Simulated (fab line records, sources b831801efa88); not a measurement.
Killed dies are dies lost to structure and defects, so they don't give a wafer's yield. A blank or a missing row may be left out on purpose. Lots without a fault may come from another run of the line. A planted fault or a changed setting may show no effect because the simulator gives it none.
One fault seen from 2 desks | flow sky130 | each desk has only its own numbers; what lay behind them comes last

THE TOOL OWNER'S DESK: implanter-01
The tool's own readings at SKY_PWDE_IMPLANT_08: means of the sampled wafers that have a number, for each lot that ran on this tool. A lot is out of limits, marked OUT, if its mean lies more than 4 standard deviations from the usual mean; the brackets give that distance.
Columns: A = beam_on_s at SKY_PWDE_IMPLANT_08, usual 10.01 s; B = end_station_pressure_torr at SKY_PWDE_IMPLANT_08, usual 5.03e-06 Torr; C = faraday_current_uA at SKY_PWDE_IMPLANT_08, usual 20.3
lot  | first seen here | A                | B                          | C
L963 | day 4 00:44     | 9.90             | 4.87e-06                   | 20.5
L964 | day 4 06:04     | 9.97             | 5.23e-06                   | 20.4
L965 | day 4 15:38     | 10.01            | 4.97e-06                   | 20.3
L976 | day 7 04:18     | 11.76 (+9.2) OUT | 8.77e-05 (+99 or more) OUT | 17.1 (-8.6) OUT
L978 | day 7 13:35     | 11.74 (+9.1) OUT | 9.07e-05 (+99 or more) OUT | 17.1 (-8.6) OUT
This desk's finding: out of limits on L976, L978; first on L976, day 7 04:18 (beam_on_s at SKY_PWDE_IMPLANT_08). In limits: L963, L964, L965.

THE METROLOGY DESK
What the gauges read, lot by lot, whatever tool the lot ran on: means of the sampled wafers that have a number. A lot is out of limits, marked OUT, if its mean lies more than 4 standard deviations from the usual mean; the brackets give that distance.
Columns: A = FIELD_ISO_OXIDATION_00_THK at SKY_FIELD_ISO_THK_MEAS_02, usual 11.95 nm; B = PWDE_TW at SKY_PWDE_TW_MEAS_10, usual 372.5; C = PWDE_RS at SKY_NWELL_RS_MEAS_31, usual 5274 ohm/sq; D = VT_ADJUST_NCORE_OVL at SKY_VT_ADJUST_NCORE_OVL_MEAS_08, usual -0.8 nm; E = VT_ADJUST_NCORE_TW at SKY_VT_ADJUST_NCORE_TW_MEAS_11, usual 218.8
lot  | first seen here | A     | B                | C              | D    | E
L963 | day 1 17:35     | 12.02 | 370.5            | 5319           | -0.4 | 218.0
L964 | day 1 21:39     | 11.87 | 373.3            | 5256           | 0.8  | 218.4
L965 | day 2 04:41     | 11.86 | 371.8            | 5268           | -0.2 | 218.0
L966 | day 2 08:35     | 12.28 | 371.7            | 5282           | -1.8 | 218.3
L968 | day 2 18:24     | 12.50 | 372.7            | 5281           | -1.7 | 219.7
L976 | day 4 09:38     | 11.54 | 393.0 (+12) OUT  | 4672 (-29) OUT | -1.3 | 218.3
L978 | day 4 20:01     | 11.89 | 387.4 (+8.8) OUT | 4688 (-28) OUT | -0.2 | 218.7
L979 | day 5 02:10     | 11.83 | 373.2            | 5281           | -2.1 | 219.9
L980 | day 5 06:15     | 12.11 | 373.5            | 5240           | -3.0 | 218.4
L981 | day 5 11:37     | 11.89 | 372.5            | 5283           | -2.3 | 217.9
L983 | day 5 20:39     | 11.82 | 374.0            | 5289           | -1.2 | 217.8
L984 | day 6 01:41     | 12.16 | 372.4            | 5281           | 1.6  | 218.1
This desk's finding: out of limits on L976, L978; first on L976, day 7 04:33 (PWDE_TW at SKY_PWDE_TW_MEAS_10). In limits: L963, L964, L965, L966, L968, L979, L980, L981, L983, L984.

PUT TOGETHER
The tool owner's desk could have raised an alarm at day 7 04:18, on L976, L978.
The metrology desk could have raised an alarm at day 7 04:33, on L976, L978.
Of the lots named, all ran SKY_PWDE_IMPLANT_08 on implanter-01.

WHAT THE SIMULATOR HAD PUT IN
Process parameter drift: implanter-01, from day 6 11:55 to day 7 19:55, at SKY_PWDE_IMPLANT_08. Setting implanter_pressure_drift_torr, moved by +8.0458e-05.
Process parameter drift: implanter-01, from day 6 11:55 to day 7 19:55, at SKY_PWDE_IMPLANT_08. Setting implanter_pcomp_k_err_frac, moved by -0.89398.
Lots struck among those shown: L976, L978.
Hours from the fault's start to each desk's first reading out of limits: the tool owner's desk, 16; the metrology desk, 17.
